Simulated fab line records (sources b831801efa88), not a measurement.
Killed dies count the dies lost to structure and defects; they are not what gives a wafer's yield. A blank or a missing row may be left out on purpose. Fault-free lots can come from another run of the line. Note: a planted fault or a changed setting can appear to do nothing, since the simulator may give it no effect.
Which of the tools did it?    flow gf180mcu    Sampling: 11 lots, 33 wafers, 4 of 602 route steps

## WHAT THE GAUGES READ, wafer by wafer
GF_V1_RS_MEAS_24: uses a four-point probe to measure. Usual: V1_W_RS typically reads 0.326 ohm/sq, with standard deviation 0.0043.
lot   measured      on             V1_W_RS (ohm/sq)   flag
L871  day 18 06:24  film metro-03  0.328 0.317 0.327  
L875  day 19 20:26  film metro-03  0.327 0.321 0.330  
L876  day 20 07:13  film metro-02  0.324 0.324 0.331  
L882  day 22 12:20  film metro-02  0.339 0.344 0.344  OFF
L887  day 24 07:32  film metro-02  0.330 0.321 0.327  
L889  day 25 02:40  film metro-04  0.332 0.324 0.333  
L890  day 25 06:05  film metro-04  0.323 0.326 0.335  
L891  day 25 12:17  film metro-02  0.324 0.328 0.328  
L892  day 25 17:40  film metro-02  0.323 0.328 0.323  
L893  day 26 03:23  film metro-04  0.322 0.329 0.325  
L894  day 26 13:31  film metro-04  0.326 0.325 0.324  

GF_V1_THK_MEAS_25: measures by xrf. Usual: V1_W_THK typically reads 347 nm, with standard deviation 5.2.
lot   measured      on             V1_W_THK (nm)  flag
L871  day 18 06:31  film metro-03  343 356 344    
L875  day 19 20:33  film metro-03  343 348 338    
L876  day 20 07:20  film metro-02  351 350 342    
L882  day 22 12:27  film metro-02  329 328 326    OFF
L887  day 24 07:39  film metro-02  339 350 344    
L889  day 25 02:46  film metro-04  345 351 341    
L890  day 25 06:12  film metro-04  354 350 342    
L891  day 25 12:24  film metro-02  350 344 346    
L892  day 25 17:47  film metro-02  351 344 351    
L893  day 26 03:30  film metro-04  353 346 348    
L894  day 26 13:38  film metro-04  347 350 350    

## WHAT TOOL EACH LOT RAN ON (gives the tool, then ch and the chambers of the sampled wafers, and finally the start)
lot   GF_V1_STRIP_18                        GF_V1_CVD_23
L871  plasma asher-02 ch 0,1, day 18 05:37  cvd w-02 ch 0,1, day 18 06:17
L875  plasma asher-03 ch 0,1, day 19 19:41  cvd w-02 ch 0,1, day 19 20:19
L876  plasma asher-03 ch 0,1, day 20 06:28  cvd w-02 ch 0,1, day 20 07:06
L882  plasma asher-01 ch 0,1, day 22 11:34  cvd w-02 ch 1, day 22 12:13
L887  plasma asher-02 ch 0,1, day 24 06:46  cvd w-01 ch 0,1, day 24 07:25
L889  plasma asher-02 ch 0,1, day 25 01:55  cvd w-01 ch 0,1, day 25 02:33
L890  plasma asher-02 ch 0,1, day 25 05:20  cvd w-01 ch 0,1, day 25 05:58
L891  plasma asher-03 ch 0,1, day 25 11:31  cvd w-02 ch 0,1, day 25 12:10
L892  plasma asher-03 ch 0,1, day 25 16:55  cvd w-01 ch 0,1, day 25 17:33
L893  plasma asher-01 ch 0,1, day 26 02:37  cvd w-01 ch 0,1, day 26 03:16
L894  plasma asher-01 ch 0,1, day 26 12:47  cvd w-02 ch 0,1, day 26 13:25
- GF_V1_STRIP_18: strips in O2/N2.
- GF_V1_CVD_23: deposits W, target thk 350 nm, time 105.05 s.

## AS READ BY THE TOOLS THEMSELVES (means over the sampled wafers that have a number; for cases with no such wafer, the mark the record gives instead)
GF_V1_STRIP_18. Usual: drypump motor current A 5.7 A, standard deviation 0.57; heater power w 370 W, standard deviation 36; oes product au 0.592 a.u., standard deviation 0.0048.
lot   tool             drypump motor current A (A)  heater power w (W)  oes product au (a.u.)  flag
L871  plasma asher-02  5.7                          347                 0.597                  
L875  plasma asher-03  5.6                          393                 0.592                  
L876  plasma asher-03  5.6                          393                 0.598                  
L882  plasma asher-01  6.2                          368                 0.591                  
L887  plasma asher-02  5.7                          332                 0.595                  
L889  plasma asher-02  5.7                          338                 0.592                  
L890  plasma asher-02  5.7                          338                 0.590                  
L891  plasma asher-03  5.2                          371                 0.599                  
L892  plasma asher-03  5.2                          367                 0.597                  
L893  plasma asher-01  6.2                          357                 0.588                  
L894  plasma asher-01  6.2                          367                 0.595                  

GF_V1_CVD_23. Usual: heater power w reads 892 W (standard deviation 62).
lot   tool      heater power w (W)  flag
L871  cvd w-02  933                 
L875  cvd w-02  941                 
L876  cvd w-02  918                 
L882  cvd w-02  995                 
L887  cvd w-01  865                 
L889  cvd w-01  850                 
L890  cvd w-01  864                 
L891  cvd w-02  964                 
L892  cvd w-01  868                 
L893  cvd w-01  884                 
L894  cvd w-02  946                 

## THE ANSWER, worked out from the rows above alone
Rule: a lot counts as off when the mean over its wafers that have a number is more than 3 standard deviations away from the usual mean. Also off: a lot with no number at a reading for which 4 or more lots have one. All remaining lots with rows at the step are treated as sound. Order of review: gauges by route order, followed by the tools' own readings, for which a lot's mean as printed above is used. At the first step where some lot is off, the reading lying furthest off is the one used; lots without a number count as furthest.
Off: L882, at GF_V1_RS_MEAS_24 (V1_W_RS).
If a tool, at a process step before that reading, ran all the lots that are off and no sound lot after the first of them, it fits. Those tools and the gauges at GF_V1_RS_MEAS_24 are tried in the same way. No candidate that was tried fits.

## WHAT THE SIMULATOR HAD PUT IN
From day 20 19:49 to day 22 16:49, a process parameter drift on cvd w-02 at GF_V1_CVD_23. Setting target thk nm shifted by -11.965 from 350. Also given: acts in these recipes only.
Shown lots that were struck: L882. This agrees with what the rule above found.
